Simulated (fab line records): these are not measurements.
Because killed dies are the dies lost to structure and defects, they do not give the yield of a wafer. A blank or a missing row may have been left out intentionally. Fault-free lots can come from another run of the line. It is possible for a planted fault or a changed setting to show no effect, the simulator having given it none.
Chamber matching :: flow sky130 :: SKY_CONTACT_CMP_27 on cmp-01: 4 sister chambers
The step polishes, stops on SiO2, t overpolish 15 s, target thk 0 nm. 14 wafers are shown with their chamber, then 7 later ones without.

== EACH WAFER AND ITS CHAMBER ==
wafer: L911.2
chamber: 1
motorCurrentA (A): 13.0
edgeZonePressureFrac: 1.008
timeToEndpointS (s): 81

wafer: L911.3
chamber: 0
motorCurrentA (A): 9.5
edgeZonePressureFrac: 0.990
timeToEndpointS (s): 84

wafer: L911.4
chamber: 3
motorCurrentA (A): 11.7
edgeZonePressureFrac: 0.996
timeToEndpointS (s): 80

wafer: L913.2
chamber: 2
motorCurrentA (A): 9.6
edgeZonePressureFrac: 1.001
timeToEndpointS (s): 82

wafer: L913.4
chamber: 0
motorCurrentA (A): 9.9
edgeZonePressureFrac: 1.001
timeToEndpointS (s): 87

wafer: L913.6
chamber: 1
motorCurrentA (A): 12.4
edgeZonePressureFrac: 1.003
timeToEndpointS (s): 81

wafer: L918.1
chamber: 0
motorCurrentA (A): 10.4
edgeZonePressureFrac: 1.004
timeToEndpointS (s): 82

wafer: L918.4
chamber: 2
motorCurrentA (A): 9.8
edgeZonePressureFrac: 1.001
timeToEndpointS (s): 79

wafer: L919.2
chamber: 3
motorCurrentA (A): 12.1
edgeZonePressureFrac: 0.994
timeToEndpointS (s): 84

wafer: L919.4
chamber: 2
motorCurrentA (A): 10.1
edgeZonePressureFrac: 0.999
timeToEndpointS (s): 80

wafer: L919.6
chamber: 3
motorCurrentA (A): 12.5
edgeZonePressureFrac: 0.997
timeToEndpointS (s): 70

wafer: L920.4
chamber: 0
motorCurrentA (A): 9.8
edgeZonePressureFrac: 1.007
timeToEndpointS (s): 82

wafer: L932.1
chamber: 3
motorCurrentA (A): 12.4
edgeZonePressureFrac: 0.995
timeToEndpointS (s): 83

wafer: L932.4
chamber: 2
motorCurrentA (A): 9.4
edgeZonePressureFrac: 1.009
timeToEndpointS (s): 79

SIGNATURES (means of the wafers above)
reading: motorCurrentA
chamber 0: 9.900
chamber 1: 12.700
chamber 2: 9.725
chamber 3: 12.175
scatter within a chamber: 0.354

reading: edgeZonePressureFrac
chamber 0: 1.00050
chamber 1: 1.00550
chamber 2: 1.00250
chamber 3: 0.99550
scatter within a chamber: 0.00491

reading: timeToEndpointS
chamber 0: 83.75
chamber 1: 81.00
chamber 2: 80.00
chamber 3: 79.25
scatter within a chamber: 3.81
Rule: for each reading, subtract the chamber's mean from the wafer's reading, divide by that reading's scatter and square the result; add these up over the readings and take the root, which gives the wafer's distance from the chamber. If the next closest chamber is less than 2 further off than the closest, the wafer can't be placed; otherwise it belongs to the closest. The scatter: take each reading less its chamber's mean, square it, sum over the shown wafers, divide by the number of wafers less the number of chambers, and take the root.

== WAFERS WHOSE CHAMBER IS MISSING ==
wafer: L932.5
motorCurrentA (A): 10.4
edgeZonePressureFrac: 0.993
timeToEndpointS (s): 81

wafer: L933.1
motorCurrentA (A): 11.8
edgeZonePressureFrac: 1.005
timeToEndpointS (s): 82

wafer: L933.3
motorCurrentA (A): 10.3
edgeZonePressureFrac: 0.991
timeToEndpointS (s): 88

wafer: L933.4
motorCurrentA (A): 9.7
edgeZonePressureFrac: 0.991
timeToEndpointS (s): 80

wafer: L934.2
motorCurrentA (A): 9.7
edgeZonePressureFrac: 1.002
timeToEndpointS (s): 84

wafer: L934.3
motorCurrentA (A): 10.1
edgeZonePressureFrac: 1.007
timeToEndpointS (s): 86

wafer: L934.6
motorCurrentA (A): 11.9
edgeZonePressureFrac: 0.999
timeToEndpointS (s): 82

== THE CHAMBER EACH PASSED THROUGH ==
wafer: L932.5
from the rows above: can't be placed: 0 or 2
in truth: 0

wafer: L933.1
from the rows above: can't be placed: 3 or 1
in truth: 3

wafer: L933.3
from the rows above: can't be placed: 0 or 2
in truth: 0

wafer: L933.4
from the rows above: can't be placed: 0 or 2
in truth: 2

wafer: L934.2
from the rows above: can't be placed: 0 or 2
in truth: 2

wafer: L934.3
from the rows above: can't be placed: 0 or 2
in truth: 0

wafer: L934.6
from the rows above: can't be placed: 3 or 1
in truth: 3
Correctly placed: 0 of 7. Cannot be placed on the basis of these rows: 7; the candidates contain the true chamber in 7. Number placed wrongly: 0.
